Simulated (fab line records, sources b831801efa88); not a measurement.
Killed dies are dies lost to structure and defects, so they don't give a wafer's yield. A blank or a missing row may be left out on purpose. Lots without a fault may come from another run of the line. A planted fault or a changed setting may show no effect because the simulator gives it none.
fab line records | flow gf180mcu
record lots=5 wafers=15 last_day=34
route steps=602 shown M5@533 V5@540
lots that met no fault: from a run of the same line without faults
start_h: hours from the record's first day to the start of the lot's first wafer shown | wait_h: hours since the lot's step before | " the same as in the row above | L1.1+2: a row that stands for several wafers | - no value, or no start given | * or withheld: withheld | < > ~ a bound
route shown NAME@n: a module of which the file shows steps, and the number in the route of the first | usual: mean/standard deviation of fault-free wafers | same: alike in all rows | chamber/n: place in a boat | sites: the reading at each site | _std_site: their standard deviation | _edge_site: outer sites' mean less inner sites' | radius_mm: how far each site lies from the wafer's centre | mask NAME#n: copy n | behind: the tool/chamber that last shaped the wafer | hold: why the lot was held/for how many hours/how that ended | device: the transistor (n, p or np) that didn't switch | end of line: the same wafers' tests at the end of the route | a step without rows: its recipe alone | killed: dies lost to structure and defects at the first sort, not the wafer's yield | map: a wafer's dies, x killed, . not, _ none there
set.NAME: the setting as run; set.NAME@STEP: as run at that earlier step | model.NAME: the simulator's own value behind a step, which no gauge read
lots at some steps of the route; a table a step, a row a wafer
services: from which hour (start_h, from the record's first day; less than 0 if before it) a tool's chamber was out of use, for how many hours, and why
## steps
# step GF_M5_CD_MEAS_07
# recipe target_cd_nm=280
# usual cd_nm=280.0/1.3
# columns lot.wafer tool chamber start_h wait_h cd_nm
L078.1 cd_sem-01 - 644.46 0.1 282.5
L078.3 " - " " 281.7
L078.6 " - " " 281.1
L079.1 cd_sem-02 - 646.93 0.1 281.2
L079.2 " - " " 280.1
L079.6 " - " " 278.7
L085.3 cd_sem-01 - 691.52 0.1 282.4
L085.4 " - " " 281.2
L085.6 " - " " 281.0
L088.4 cd_sem-02 - 709.94 0.1 278.4
L088.5 " - " " 279.9
L088.6 " - " " 279.7
L095.1 cd_sem-01 - 758.16 0.1 279.8
L095.2 " - " " 279.5
L095.5 " - " " 280.2
# step GF_M5_OVL_MEAS_08
# usual M5_OVL=-8/4.9
# columns lot.wafer tool chamber start_h wait_h M5_OVL[nm]
L078.1 overlay-01 - 644.58 0.1 -9
L078.3 " - " " -13
L078.6 " - " " -13
L079.1 overlay-02 - 647.05 0.1 -9
L079.2 " - " " -6
L079.6 " - " " -7
L085.3 overlay-01 - 691.62 0.1 -12
L085.4 " - " " -9
L085.6 " - " " -9
L088.4 overlay-02 - 710.02 0.1 -8
L088.5 " - " " -5
L088.6 " - " " -17
L095.1 overlay-01 - 758.28 0.1 0
L095.2 " - " " 0
L095.5 " - " " -4
# step GF_M5_ETCH_09
# recipe chemistry=CF4/O2 target=Si3N4 target_depth_nm=52 source_w=800 bias_w=150 pressure_mtorr=150 cf4_flow_sccm=80 O2_flow_sccm=10 time_s=11.6
# usual bias_w=149.9/0.44 drypump_motor_current_A=5.6/0.48 oes_product_au=0.996/0.011 throttle_valve_pct=5.969/0.0094
# columns lot.wafer tool chamber start_h wait_h bias_w drypump_motor_current_A oes_product_au rf_hours_counter_h throttle_valve_pct
L078.1 rie_diel-01 1 644.61 0.0 150.6 5.3 0.996 3 5.972
L078.3 " 3 " " 149.9 5.7 1.001 12 5.967
L078.6 " 0 " " 150.1 4.8 1.000 - 5.976
L079.1 rie_diel-04 1 647.09 0.0 149.7 5.6 0.991 4 5.971
L079.2 " 2 " " 149.3 6.0 0.978 15 5.981
L079.6 " 0 " " 149.7 5.5 0.990 - 5.959
L085.3 rie_diel-04 0 691.64 0.0 150.1 5.5 0.996 60 5.962
L085.4 " 1 " " 149.7 5.6 0.990 5 5.973
L085.6 " 0 " " 149.8 5.5 0.997 - 5.997
L088.4 rie_diel-01 2 710.04 0.0 150.1 6.3 0.997 44 5.955
L088.5 " 3 " " 148.6 5.7 0.998 - 5.969
L088.6 " 2 " " 149.8 6.3 1.004 - 5.961
L095.1 rie_diel-03 0 758.31 0.0 150.4 6.1 1.002 7 5.974
L095.2 " 1 " " 149.8 5.0 0.994 1 5.982
L095.5 " 1 " " 149.9 5.0 0.998 - 5.978
# step GF_M5_METAL_ETCH_10
# recipe chemistry=Cl2/BCl3 mask_material=KrF target_depth_nm=750.8 stop_on=SiO2 pressure_mtorr=8 icp_w=800 bias_w=140 Cl2_flow_sccm=80 bcl3_flow_sccm=40 time_s=125.1
# usual bias_w=140.0/0.38 drypump_motor_current_A=5.38/0.28 oes_product_au=0.988/0.0073 throttle_valve_pct=28.232/0.011
# columns lot.wafer tool chamber start_h wait_h bias_w drypump_motor_current_A oes_product_au rf_hours_counter_h throttle_valve_pct
L078.1 rie_metal-02 1 644.64 0.0 139.9 5.57 0.991 7 28.227
L078.3 " 0 " " 140.2 5.33 0.996 - 28.230
L078.6 " 1 " " 140.1 5.57 0.992 - 28.231
L079.1 rie_metal-04 0 647.11 0.0 140.1 4.93 0.989 14 28.232
L079.2 " 1 " " 139.7 5.65 0.986 6 28.241
L079.6 " 0 " " 140.0 4.95 0.987 - 28.226
L085.3 rie_metal-04 0 691.71 0.1 140.3 4.93 0.984 - 28.238
L085.4 " 1 " " 139.6 5.61 0.976 - 28.241
L085.6 " 1 " " 139.5 5.62 0.976 - 28.266
L088.4 rie_metal-03 1 710.11 0.1 140.3 5.31 0.985 - 28.227
L088.5 " 1 " " 140.6 5.31 0.985 - 28.234
L088.6 " 0 " " 139.3 5.71 0.990 - 28.231
L095.1 rie_metal-03 1 758.33 0.0 140.2 5.28 1.001 10 28.228
L095.2 " 0 " " 140.5 5.69 0.984 7 28.225
L095.5 " 0 " " 140.0 5.70 0.988 - 28.220
# step GF_M5_STRIP_11
# recipe chemistry=O2/N2 power_w=1400 pressure_mtorr=1500 platen_temp_c=250 o2_flow_sccm=3000 n2_flow_sccm=300 overash_fraction=0.5
# usual drypump_motor_current_A=5.2/0.49 heater_power_w=345/36 oes_product_au=0.524/0.0052 strip_time_to_endpoint_s=7.07/0.058
# columns lot.wafer tool chamber start_h wait_h drypump_motor_current_A heater_power_w oes_product_au rf_hours_counter_h strip_time_to_endpoint_s
L078.1 plasma_asher-03 1 644.77 0.1 4.9 347 0.517 56 7.04
L078.3 " 0 " " 4.7 281 0.520 - 7.00
L078.6 " 1 " " 4.9 349 0.514 - 7.04
L079.1 plasma_asher-04 1 647.24 0.1 6.1 373 0.518 100 7.04
L079.2 " 0 " " 5.1 356 0.525 100 7.14
L079.6 " 0 " " 5.1 360 0.528 - 7.09
L085.3 plasma_asher-04 0 691.83 0.1 5.1 351 0.533 - 7.13
L085.4 " 1 " " 6.1 380 0.525 - 7.15
L085.6 " 1 " " 6.1 379 0.523 - 7.16
L088.4 plasma_asher-03 1 710.22 0.1 4.9 353 0.516 - 6.98
L088.5 " 0 " " 4.7 280 0.523 - 6.94
L088.6 " 1 " " 4.9 357 0.523 - 6.98
L095.1 plasma_asher-04 0 758.46 0.1 5.1 368 0.515 2 7.08
L095.2 " 1 " " 6.1 400 0.531 2 7.13
L095.5 " 0 " " 5.1 373 0.526 - 7.16
# step GF_M5_STRIP_12
# recipe chemistry=post_etch_residue_remover time_s=1200 temp_c=72.5
# usual bath_guard_temp_C=72.4/0.57
# columns lot.wafer tool chamber start_h wait_h bath_guard_temp_C
L078.1 wet_bench-01 2 644.87 0.1 72.5
L078.3 " 2 " " 72.0
L078.6 " 2 " " 72.3
L079.1 wet_bench-01 1 647.34 0.1 73.1
L079.2 " 1 " " 73.3
L079.6 " 1 " " 73.3
L085.3 wet_bench-01 2 691.89 0.0 72.3
L085.4 " 2 " " 72.4
L085.6 " 2 " " 72.6
L088.4 wet_bench-01 1 710.29 0.0 73.5
L088.5 " 1 " " 73.1
L088.6 " 1 " " 73.3
L095.1 wet_bench-04 3 758.56 0.1 72.2
L095.2 " 3 " " 72.2
L095.5 " 3 " " 72.2
# step GF_M5_CLEAN_13
# recipe chemistry=DIW dry=n2_spin
# columns lot.wafer tool chamber start_h wait_h
L078.1+3+6 wet_bench-01 1 645.21 0.0
L079.1+2+6 wet_bench-04 2 647.68 0.0
L085.3+4+6 wet_bench-04 2 692.23 0.0
L088.4+5+6 wet_bench-04 3 710.63 0.0
L095.1+2+5 wet_bench-04 1 758.97 0.0
# step GF_V5_CVD_00
# recipe material=SiO2 target_thk_nm=300 sigma_open_frac=0.3 temp_c=400 time_s=50 sih4_flow_sccm=60 pressure_mtorr=6
# columns lot.wafer tool chamber start_h wait_h
L078.1+3+6 hdpcvd-01 2,0,0 645.33 0.0
L079.1+2+6 hdpcvd-01 0,1,0 647.78 0.0
L085.3+4+6 hdpcvd-02 2,0,2 692.33 0.0
L088.4+5+6 hdpcvd-01 2,1,0 710.75 0.0
L095.1+2+5 hdpcvd-02 0,1,2 759.08 0.0
# step GF_V5_THK_MEAS_01
# recipe reads=SiO2_of_V5_CVD_00
# usual V5_CVD_00_THK=301.2/3
# columns lot.wafer tool chamber start_h wait_h V5_CVD_00_THK[nm]
L078.1 film_metro-02 - 645.37 0.0 299.9
L078.3 " - " " 296.1
L078.6 " - " " 295.9
L079.1 film_metro-02 - 647.82 0.0 300.7
L079.2 " - " " 300.4
L079.6 " - " " 298.0
L085.3 film_metro-01 - 692.39 0.0 302.9
L085.4 " - " " 297.8
L085.6 " - " " 295.7
L088.4 film_metro-02 - 710.80 0.0 303.0
L088.5 " - " " 302.8
L088.6 " - " " 294.6
L095.1 film_metro-03 - 759.12 0.0 302.3
L095.2 " - " " 302.5
L095.5 " - " " 300.5
# step GF_V5_CVD_02
# recipe material=SiO2 target_thk_nm=1450 precursor=TEOS temp_c=400 time_s=163.28 rf_w=600
# usual heater_power_w=673/110
# columns lot.wafer tool chamber start_h wait_h heater_power_w
L078.1 pecvd-02 0 645.43 0.1 523
L078.3 " 1 " " 761
L078.6 " 0 " " 395
L079.1 pecvd-02 2 647.88 0.1 606
L079.2 " 1 " " 777
L079.6 " 2 " " 700
L085.3 pecvd-02 1 692.43 0.0 793
L085.4 " 0 " " 396
L085.6 " 1 " " 654
L088.4 pecvd-04 0 710.88 0.1 565
L088.5 " 2 " " 779
L088.6 " 1 " " 622
L095.1 pecvd-03 0 759.18 0.1 827
L095.2 " 2 " " 682
L095.5 " 0 " " 787
# step GF_V5_THK_MEAS_03
# recipe reads=SiO2_of_V5_CVD_02
# usual V5_CVD_02_THK=1450/20
# columns lot.wafer tool chamber start_h wait_h V5_CVD_02_THK[nm]
L078.1 film_metro-02 - 645.54 0.1 1480
L078.3 " - " " 1452
L078.6 " - " " 1506
L079.1 film_metro-02 - 647.99 0.1 1446
L079.2 " - " " 1436
L079.6 " - " " 1451
L085.3 film_metro-02 - 692.56 0.1 1413
L085.4 " - " " 1465
L085.6 " - " " 1438
L088.4 film_metro-01 - 710.97 0.0 1470
L088.5 " - " " 1479
L088.6 " - " " 1474
L095.1 film_metro-02 - 759.35 0.1 1442
L095.2 " - " " 1428
L095.5 " - " " 1448
# step GF_V5_CMP_04
# recipe material=SiO2 down_force_psi=4 platen_rpm=60 pad_velocity_m_s=0.94248
# usual head_pressure_psi=4.000/0.0094 motor_current_A=12.8/1.1 platen_rpm=60.00/0.044
# columns lot.wafer tool chamber start_h wait_h head_pressure_psi motor_current_A platen_rpm
L078.3 cmp-01 0 645.70 0.1 4.003 13.2 59.98
L078.1 " 1 " " 3.997 14.0 59.93
L078.6 " 2 " " 3.998 13.0 60.02
L079.2 cmp-02 0 648.10 0.1 3.992 11.8 59.98
L079.1 " 2 " " 3.999 14.3 60.02
L079.6 " 0 " " 4.004 12.4 59.88
L085.4 cmp-01 2 692.65 0.1 3.987 12.5 60.03
L085.3 " 0 " " 4.000 13.9 60.02
L085.6 " 2 " " 3.988 12.9 59.97
L088.4 cmp-02 2 711.09 0.1 4.013 13.7 59.99
L088.5 " 1 " " 3.987 12.2 59.94
L088.6 " 2 " " 3.993 14.8 59.99
L095.2 cmp-01 0 759.51 0.1 3.990 14.0 59.97
L095.1 " 1 " " 3.999 13.7 59.97
L095.5 " 3 " " 3.994 13.3 60.02
# step GF_V5_BOW_MEAS_05
# recipe mode=bow
# usual V5_BOW=133/10
# columns lot.wafer tool chamber start_h wait_h V5_BOW[um]
L078.1 film_metro-02 - 645.90 0.1 123
L078.3 " - " " 120
L078.6 " - " " 119
L079.1 film_metro-02 - 648.35 0.1 137
L079.2 " - " " 138
L079.6 " - " " 154
L085.3 film_metro-01 - 692.94 0.1 133
L085.4 " - " " 125
L085.6 " - " " 117
L088.4 film_metro-01 - 711.40 0.3 112
L088.5 " - " " 115
L088.6 " - " " 111
L095.1 film_metro-01 - 759.71 0.1 120
L095.2 " - " " 131
L095.5 " - " " 112
# step GF_V5_DEHYDRATE_06
# recipe temp_c=200 time_s=60
# usual chill_plate_temp_C=22.99/0.094
# columns lot.wafer tool chamber start_h wait_h chill_plate_temp_C
L078.1 litho_track-01 0 655.34 9.4 22.81
L078.3 " 0 " " 22.99
L078.6 " 0 " " 23.08
L079.1 litho_track-02 0 657.76 9.4 22.97
L079.2 " 0 " " 22.99
L079.6 " 0 " " 22.97
L085.3 litho_track-02 0 701.71 8.8 22.99
L085.4 " 0 " " 23.04
L085.6 " 0 " " 23.07
L088.4 litho_track-01 0 719.86 8.4 22.82
L088.5 " 0 " " 22.90
L088.6 " 0 " " 23.05
L095.1 litho_track-02 0 767.11 7.4 22.91
L095.2 " 0 " " 23.05
L095.5 " 0 " " 22.95
# step GF_V5_HMDS_07
# recipe prime_time_s=60 prime_temp_c=120
# usual chill_plate_temp_C=23.00/0.088
# columns lot.wafer tool chamber start_h wait_h chill_plate_temp_C
L078.1 litho_track-01 0 655.49 0.1 22.96
L078.3 " 0 " " 23.05
L078.6 " 0 " " 23.05
L079.1 litho_track-02 0 657.91 0.1 22.86
L079.2 " 0 " " 22.91
L079.6 " 0 " " 22.99
L085.3 litho_track-02 0 701.86 0.1 23.05
L085.4 " 0 " " 22.97
L085.6 " 0 " " 23.14
L088.4 litho_track-01 0 720.01 0.1 23.05
L088.5 " 0 " " 23.01
L088.6 " 0 " " 22.89
L095.1 litho_track-02 0 767.26 0.1 22.97
L095.2 " 0 " " 23.02
L095.5 " 0 " " 22.92
# step GF_V5_COAT_08
# recipe resist=BARC temp_c=withheld time_s=withheld spin_rpm=withheld resist_thk_nm=withheld
# usual chill_plate_temp_C=*
# columns lot.wafer tool chamber start_h wait_h chill_plate_temp_C
L078.1 litho_track-01 0 655.64 0.1 *
L078.3 " 0 " " *
L078.6 " 0 " " *
L079.1 litho_track-02 0 658.06 0.1 *
L079.2 " 0 " " *
L079.6 " 0 " " *
L085.3 litho_track-02 0 702.01 0.1 *
L085.4 " 0 " " *
L085.6 " 0 " " *
L088.4 litho_track-01 0 720.16 0.1 *
L088.5 " 0 " " *
L088.6 " 0 " " *
L095.1 litho_track-02 0 767.41 0.1 *
L095.2 " 0 " " *
L095.5 " 0 " " *
# step GF_V5_COAT_09
# recipe resist=KrF spin_rpm=withheld resist_thk_nm=1000
# usual chill_plate_temp_C=23.02/0.13
# columns lot.wafer tool chamber start_h wait_h chill_plate_temp_C
L078.1 litho_track-01 0 - - 22.65
L078.3 " 0 " " 22.88
L078.6 " 0 " " 22.77
L079.1 litho_track-02 0 - - 23.00
L079.2 " 0 " " 22.92
L079.6 " 0 " " 22.99
L085.3 litho_track-02 0 - - 23.36
L085.4 " 0 " " 23.10
L085.6 " 0 " " 23.14
L088.4 litho_track-01 0 - - 23.05
L088.5 " 0 " " 23.04
L088.6 " 0 " " 23.06
L095.1 litho_track-02 0 - - 23.00
L095.2 " 0 " " 23.15
L095.5 " 0 " " 23.04
# step GF_V5_SOFTBAKE_10
# recipe temp_c=130 time_s=60 resist=KrF
# usual chill_plate_temp_C=23.01/0.1
# columns lot.wafer tool chamber start_h wait_h chill_plate_temp_C
L078.1 litho_track-01 0 - - 22.91
L078.3 " 0 " " 22.98
L078.6 " 0 " " 23.21
L079.1 litho_track-02 0 - - 22.93
L079.2 " 0 " " 23.05
L079.6 " 0 " " 22.96
L085.3 litho_track-02 0 - - 22.89
L085.4 " 0 " " 22.82
L085.6 " 0 " " 22.97
L088.4 litho_track-01 0 - - 23.10
L088.5 " 0 " " 23.07
L088.6 " 0 " " 23.10
L095.1 litho_track-02 0 - - 22.97
L095.2 " 0 " " 22.92
L095.5 " 0 " " 23.02
# step GF_V5_EXPOSE_11
# recipe mask_id=Via5 target_cd_nm=260 na=0.68 source_shape=conventional sigma_outer=0.6 dose_mj=38
# usual reticle_temp_C=23.02/0.12
# columns lot.wafer tool chamber start_h wait_h mask reticle_temp_C
L078.1 krf_scanner-02 0 - - Via5#0 23.03
L078.3 " 0 " " Via5#0 23.10
L078.6 " 0 " " Via5#0 22.93
L079.1 krf_scanner-01 0 - - Via5#0 23.07
L079.2 " 0 " " Via5#0 23.13
L079.6 " 0 " " Via5#0 23.20
L085.3 krf_scanner-02 0 - - Via5#0 22.92
L085.4 " 0 " " Via5#0 23.08
L085.6 " 0 " " Via5#0 22.93
L088.4 krf_scanner-02 0 - - Via5#0 22.92
L088.5 " 0 " " Via5#0 22.84
L088.6 " 0 " " Via5#0 22.85
L095.1 krf_scanner-01 0 - - Via5#0 22.87
L095.2 " 0 " " Via5#0 22.86
L095.5 " 0 " " Via5#0 22.99
# step GF_V5_PEB_12
# recipe peb_temp_c=135 peb_time_s=90 resist=KrF
# usual chill_plate_temp_C=23.00/0.1
# columns lot.wafer tool chamber start_h wait_h chill_plate_temp_C
L078.1 litho_track-02 0 - - 22.86
L078.3 " 0 " " 23.04
L078.6 " 0 " " 22.96
L079.1 litho_track-03 0 - - 23.07
L079.2 " 0 " " 22.96
L079.6 " 0 " " 23.04
L085.3 litho_track-01 0 - - 22.87
L085.4 " 0 " " 22.76
L085.6 " 0 " " 22.92
L088.4 litho_track-02 0 - - 22.81
L088.5 " 0 " " 23.05
L088.6 " 0 " " 23.08
L095.1 litho_track-01 0 - - 22.86
L095.2 " 0 " " 22.96
L095.5 " 0 " " 23.02
# step GF_V5_DEVELOP_13
# recipe develop_time_s=60 resist=KrF dev_temp_c=21
# usual chill_plate_temp_C=23.03/0.1
# columns lot.wafer tool chamber start_h wait_h chill_plate_temp_C
L078.1 litho_track-02 0 665.41 0.2 22.98
L078.3 " 0 " " 22.79
L078.6 " 0 " " 22.98
L079.1 litho_track-03 0 667.78 0.2 23.01
L079.2 " 0 " " 23.02
L079.6 " 0 " " 23.03
L085.3 litho_track-01 0 711.29 0.1 23.10
L085.4 " 0 " " 22.88
L085.6 " 0 " " 22.93
L088.4 litho_track-02 0 728.93 0.1 23.07
L088.5 " 0 " " 23.07
L088.6 " 0 " " 23.02
L095.1 litho_track-01 0 775.59 0.2 23.09
L095.2 " 0 " " 23.23
L095.5 " 0 " " 23.01
# step GF_V5_CD_MEAS_14
# recipe target_cd_nm=260
# usual cd_nm=260.2/1.2
# columns lot.wafer tool chamber start_h wait_h cd_nm
L078.1 cd_sem-01 - 665.56 0.1 260.7
L078.3 " - " " 260.4
L078.6 " - " " 260.6
L079.1 cd_sem-02 - 667.93 0.1 259.8
L079.2 " - " " 259.5
L079.6 " - " " 259.9
L085.3 cd_sem-02 - 711.43 0.1 262.3
L085.4 " - " " 262.5
L085.6 " - " " 262.3
L088.4 cd_sem-02 - 729.07 0.1 261.1
L088.5 " - " " 260.0
L088.6 " - " " 259.5
L095.1 cd_sem-01 - 775.74 0.1 260.3
L095.2 " - " " 261.1
L095.5 " - " " 260.7
# step GF_V5_OVL_MEAS_15
# usual V5_OVL=-5/5.4
# columns lot.wafer tool chamber start_h wait_h V5_OVL[nm]
L078.1 overlay-01 - 665.68 0.1 4
L078.3 " - " " 2
L078.6 " - " " -7
L079.1 overlay-02 - 668.05 0.1 -3
L079.2 " - " " -7
L079.6 " - " " -6
L085.3 overlay-02 - 711.52 0.1 -8
L085.4 " - " " -12
L085.6 " - " " -9
L088.4 overlay-02 - 729.14 0.1 -7
L088.5 " - " " -12
L088.6 " - " " -19
L095.1 overlay-02 - 775.86 0.1 7
L095.2 " - " " 3
L095.5 " - " " 5
# step GF_V5_ETCH_16
# recipe chemistry=N2/H2 target_depth_a=withheld overetch_a=withheld time_s=withheld target=BARC ion_energy_ev=200 source_w=500 bias_w=100 pressure_mtorr=30 n2_flow_sccm=100 h2_flow_sccm=200
# usual bias_w=100.0/0.31 drypump_motor_current_A=5.5/0.5 oes_product_au=0.854/0.0043 throttle_valve_pct=13.222/0.0089
# columns lot.wafer tool chamber start_h wait_h bias_w drypump_motor_current_A oes_product_au throttle_valve_pct
L078.1 rie_diel-01 2 665.71 0.0 100.4 6.4 0.848 13.216
L078.3 " 0 " " 99.2 4.8 0.847 13.222
L078.6 " 1 " " 99.7 5.3 0.857 13.208
L079.1 rie_diel-03 2 668.09 0.0 100.3 5.1 0.853 13.232
L079.2 " 0 " " 99.8 6.1 0.851 13.232
L079.6 " 2 " " 100.1 5.1 0.851 13.231
L085.3 rie_diel-03 2 711.54 0.0 100.4 5.1 0.864 13.221
L085.4 " 0 " " 100.1 6.1 0.858 13.220
L085.6 " 2 " " 100.0 5.1 0.854 13.238
L088.4 rie_diel-03 3 729.16 0.0 99.7 5.3 0.849 13.224
L088.5 " 0 " " 100.0 6.1 0.848 13.223
L088.6 " 1 " " 100.5 5.0 0.861 13.228
L095.1 rie_diel-03 1 775.89 0.0 100.5 5.0 0.850 13.224
L095.2 " 2 " " 99.8 5.1 0.851 13.220
L095.5 " 1 " " 100.1 5.0 0.852 13.221
# step GF_V5_ETCH_17
# recipe chemistry=C4F8/O2/Ar mask_material=KrF target=SiO2 stop_on=TiN source_w=1500 bias_w=1200 pressure_mtorr=40 c4f8_flow_sccm=withheld O2_flow_sccm=6 Ar_flow_sccm=300 time_s=withheld target_depth_a=8550
# usual bias_w=1200/3.4 oes_product_au=0.860/0.0047
# columns lot.wafer tool chamber start_h wait_h bias_w oes_product_au
L078.1 rie_diel-01 2 - - 1198 0.867
L078.3 " 0 " " 1201 0.862
L078.6 " 1 " " 1202 0.860
L079.1 rie_diel-03 2 - - 1199 0.864
L079.2 " 0 " " 1195 0.863
L079.6 " 2 " " 1202 0.866
L085.3 rie_diel-03 2 - - 1199 0.859
L085.4 " 0 " " 1208 0.856
L085.6 " 2 " " 1199 0.853
L088.4 rie_diel-03 3 - - 1198 0.866
L088.5 " 0 " " 1196 0.854
L088.6 " 1 " " 1202 0.865
L095.1 rie_diel-03 1 - - 1199 0.858
L095.2 " 2 " " 1193 0.863
L095.5 " 1 " " 1200 0.862
# step GF_V5_STRIP_18
# recipe chemistry=O2/N2 power_w=1400 pressure_mtorr=1500 platen_temp_c=250 o2_flow_sccm=3000 n2_flow_sccm=300 overash_fraction=0.5
# usual drypump_motor_current_A=5.5/0.49 heater_power_w=358/23 oes_product_au=0.568/0.0046
# columns lot.wafer tool chamber start_h wait_h drypump_motor_current_A heater_power_w oes_product_au rf_hours_counter_h
L078.1 plasma_asher-01 0 665.87 - 5.2 327 0.562 24
L078.3 " 1 " " 5.5 370 0.575 -
L078.6 " 0 " " 5.2 326 0.565 -
L079.1 plasma_asher-01 0 668.24 - 5.2 334 0.572 24
L079.2 " 1 " " 5.5 366 0.567 24
L079.6 " 1 " " 5.6 376 0.576 -
L085.3 plasma_asher-02 0 711.73 - 4.7 371 0.561 -
L085.4 " 1 " " 6.2 327 0.569 -
L085.6 " 1 " " 6.2 338 0.569 -
L088.4 plasma_asher-01 1 729.92 - 5.5 360 0.571 -
L088.5 " 1 " " 5.5 374 0.570 -
L088.6 " 0 " " 5.2 327 0.567 -
L095.1 plasma_asher-02 1 776.05 - 6.2 321 0.574 103
L095.2 " 0 " " 4.7 382 0.567 103
L095.5 " 1 " " 6.2 322 0.570 -
# step GF_V5_STRIP_19
# recipe chemistry=post_etch_residue_remover time_s=1200 temp_c=72.5
# usual bath_guard_temp_C=72.2/0.54
# columns lot.wafer tool chamber start_h wait_h bath_guard_temp_C
L078.1 wet_bench-02 3 665.97 0.1 71.3
L078.3 " 3 " " 72.0
L078.6 " 3 " " 71.7
L079.1 wet_bench-04 2 668.34 0.1 71.8
L079.2 " 2 " " 72.0
L079.6 " 2 " " 72.0
L085.3 wet_bench-02 0 711.80 0.0 72.0
L085.4 " 0 " " 72.1
L085.6 " 0 " " 72.0
L088.4 wet_bench-02 3 729.99 0.0 71.7
L088.5 " 3 " " 71.6
L088.6 " 3 " " 71.7
L095.1 wet_bench-03 0 776.15 0.1 72.5
L095.2 " 0 " " 72.8
L095.5 " 0 " " 72.7
# step GF_V5_CLEAN_20
# recipe chemistry=DIW dry=n2_spin
# columns lot.wafer tool chamber start_h wait_h
L078.1+3+6 wet_bench-02 0 666.31 0.0
L079.1+2+6 wet_bench-02 2 668.68 0.0
L085.3+4+6 wet_bench-03 3 712.14 0.0
L088.4+5+6 wet_bench-03 2 730.33 0.0
L095.1+2+5 wet_bench-04 2 776.49 0.0
# step GF_V5_SPUTTER_21
# recipe material=Ti target_thk_nm=15 chamber_pressure_pa=5 power_w=2500 substrate_temp_c=200 time_s=80.02
# usual throttle_valve_pct=30.2/1.2
# columns lot.wafer tool chamber start_h wait_h throttle_valve_pct
L078.1 pvd_sputter-01 - 666.40 0.0 31.5
L078.3 " - " " 30.7
L078.6 " - " " 29.9
L079.1 pvd_sputter-02 - 668.78 0.0 29.0
L079.2 " - " " 29.7
L079.6 " - " " 29.0
L085.3 pvd_sputter-02 - 712.23 0.0 29.6
L085.4 " - " " 30.9
L085.6 " - " " 30.8
L088.4 pvd_sputter-03 - 730.42 0.0 30.8
L088.5 " - " " 29.7
L088.6 " - " " 30.7
L095.1 pvd_sputter-01 - 776.58 0.0 30.3
L095.2 " - " " 33.2
L095.5 " - " " 30.8
# step GF_V5_SPUTTER_22
# recipe material=TiN target_thk_nm=10 chamber_pressure_pa=5 power_w=4000 time_s=40
# usual throttle_valve_pct=30.2/1.2
# columns lot.wafer tool chamber start_h wait_h throttle_valve_pct
L078.1 pvd_sputter-01 - 666.47 0.0 31.3
L078.3 " - " " 30.4
L078.6 " - " " 30.2
L079.1 pvd_sputter-02 - 668.84 0.0 29.1
L079.2 " - " " 29.6
L079.6 " - " " 29.3
L085.3 pvd_sputter-02 - 712.29 0.0 29.4
L085.4 " - " " 30.8
L085.6 " - " " 31.2
L088.4 pvd_sputter-03 - 730.48 0.0 30.7
L088.5 " - " " 29.7
L088.6 " - " " 30.8
L095.1 pvd_sputter-01 - 776.64 0.0 30.1
L095.2 " - " " 33.0
L095.5 " - " " 30.7
# step GF_V5_CVD_23
# recipe material=W target_thk_nm=350 time_s=104.9 temp_c=400 pressure_torr=40
# usual heater_power_w=876/51
# columns lot.wafer tool chamber start_h wait_h heater_power_w
L078.1 cvd_w-01 0 666.51 0.0 962
L078.3 " 0 " " 995
L078.6 " 1 " " 832
L079.1 cvd_w-02 1 668.88 0.0 840
L079.2 " 0 " " 857
L079.6 " 0 " " 862
L085.3 cvd_w-01 1 712.37 0.1 832
L085.4 " 0 " " 1001
L085.6 " 1 " " 835
L088.4 cvd_w-02 0 730.56 0.1 865
L088.5 " 1 " " 859
L088.6 " 0 " " 843
L095.1 cvd_w-01 1 776.68 0.0 835
L095.2 " 0 " " 971
L095.5 " 1 " " 834
# step GF_V5_RS_MEAS_24
# recipe thk_meas_gauge=four-point-probe reads=W_of_V5_CVD_23+TiN_of_V5_SPUTTER_22+Ti_of_V5_SPUTTER_21
# usual V5_W_RS=0.328/0.0038
# columns lot.wafer tool chamber start_h wait_h V5_W_RS[ohm/sq]
L078.1 film_metro-01 - 666.62 0.1 0.326
L078.3 " - " " 0.327
L078.6 " - " " 0.334
L079.1 film_metro-03 - 668.99 0.1 0.321
L079.2 " - " " 0.331
L079.6 " - " " 0.329
L085.3 film_metro-02 - 712.48 0.1 0.328
L085.4 " - " " 0.324
L085.6 " - " " 0.327
L088.4 film_metro-01 - 730.70 0.1 0.333
L088.5 " - " " 0.322
L088.6 " - " " 0.331
L095.1 film_metro-02 - 776.79 0.1 0.327
L095.2 " - " " 0.330
L095.5 " - " " 0.329
# step GF_V5_THK_MEAS_25
# recipe thk_meas_gauge=xrf reads=W_of_V5_CVD_23
# usual V5_W_THK=353/5.5
# columns lot.wafer tool chamber start_h wait_h V5_W_THK[nm]
L078.1 film_metro-01 - 666.74 0.1 350
L078.3 " - " " 350
L078.6 " - " " 340
L079.1 film_metro-03 - 669.11 0.1 365
L079.2 " - " " 356
L079.6 " - " " 357
L085.3 film_metro-02 - 712.58 0.1 352
L085.4 " - " " 357
L085.6 " - " " 354
L088.4 film_metro-01 - 730.79 0.1 347
L088.5 " - " " 354
L088.6 " - " " 346
L095.1 film_metro-02 - 776.91 0.1 356
L095.2 " - " " 352
L095.5 " - " " 353
## services
# columns tool chamber start_h hours kind
rie_diel-01 0 620.93 3.1 repair
krf_scanner-02 - 622.71 4.1 repair
krf_scanner-02 - 628.31 1.0 pm
cvd_w-01 - 628.76 6.9 pm
pvd_sputter-02 - 634.54 2.2 repair
pvd_sputter-01 - 634.99 8.4 repair
rie_diel-03 - 638.73 14.6 pm
pecvd-02 - 654.20 28.1 pm
hdpcvd-01 2 656.03 40.9 repair
krf_scanner-02 - 668.03 0.8 pm
pvd_sputter-01 - 669.72 9.1 repair
pvd_sputter-01 - 682.20 2.3 repair
rie_diel-01 - 686.37 10.0 pm
hdpcvd-01 1 690.53 8.5 repair
rie_diel-01 1 700.42 3.1 repair
plasma_asher-04 - 701.51 5.6 repair
plasma_asher-04 - 709.17 9.3 repair
cmp-01 - 709.93 1.1 repair
pvd_sputter-02 - 716.46 3.7 repair
cmp-01 - 718.02 7.5 pm
plasma_asher-04 - 733.75 9.0 pm
plasma_asher-01 - 735.46 4.0 repair
cmp-01 - 744.54 4.0 pm
wet_bench-02 - 747.41 1.9 pm
## key
fault none
